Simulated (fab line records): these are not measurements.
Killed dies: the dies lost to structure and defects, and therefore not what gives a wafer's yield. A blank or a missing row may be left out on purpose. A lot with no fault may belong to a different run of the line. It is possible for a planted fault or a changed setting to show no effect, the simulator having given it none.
The tool behind it: which one? ; flow gf180mcu ; 21 wafers from 7 lots sampled at 2 of the route's 602 steps

WHAT THE GAUGES SHOWED, per wafer
GF_STI_THK_MEAS_04.
lot;measured;on;STI_CVD_03_THK (nm)
L654;day 1 18:46;filmMetro-01;209.8 208.5 208.6
L656;day 2 05:41;filmMetro-01;206.3 207.5 206.2
L661;day 3 05:34;filmMetro-02;208.1 208.1 208.6
L663;day 3 15:34;filmMetro-03;206.3 205.2 204.1
L666;day 4 07:19;filmMetro-01;208.4 207.9 206.9
L669;day 4 22:07;filmMetro-02;205.2 206.6 208.5
L673;day 5 18:33;filmMetro-03;204.0 205.4 204.8

EACH LOT AND THE TOOL THAT RAN IT (in order: tool; ch and the chambers of the sampled wafers; start)
lot;GF_STI_CVD_03
L654;lpcvd-02 ch 1, day 1 16:46
L656;lpcvd-01 ch 1, day 2 03:41
L661;lpcvd-02 ch 1, day 3 03:34
L663;lpcvd-02 ch 1, day 3 13:34
L666;lpcvd-02 ch 0, day 4 05:17
L669;lpcvd-02 ch 0, day 4 20:07
L673;lpcvd-02 ch 1, day 5 15:34
- GF_STI_CVD_03: deposits Si3N4 from DCS/NH3, target thk 207.16 nm, time 3551 s.

THE ANSWER, worked out from the rows above alone
Rule: the lots themselves supply what counts as usual. Put in order of their means at a reading, lots are off if they are a third of the lots or fewer, leave a main group of 4 or more, and stand apart from it by a gap of 3 or more times the standard deviation of the main group's means; of several such gaps the widest counts. A main group is skipped when, at the precision printed for the reading in the tables above, its means are all equal. Also off: a lot with no number at a reading for which 4 or more lots have one. All remaining lots with rows at the step are treated as sound.
Across all readings shown, no lot is off: no conclusion can be drawn from this.

WHAT THE SIMULATOR PUT IN
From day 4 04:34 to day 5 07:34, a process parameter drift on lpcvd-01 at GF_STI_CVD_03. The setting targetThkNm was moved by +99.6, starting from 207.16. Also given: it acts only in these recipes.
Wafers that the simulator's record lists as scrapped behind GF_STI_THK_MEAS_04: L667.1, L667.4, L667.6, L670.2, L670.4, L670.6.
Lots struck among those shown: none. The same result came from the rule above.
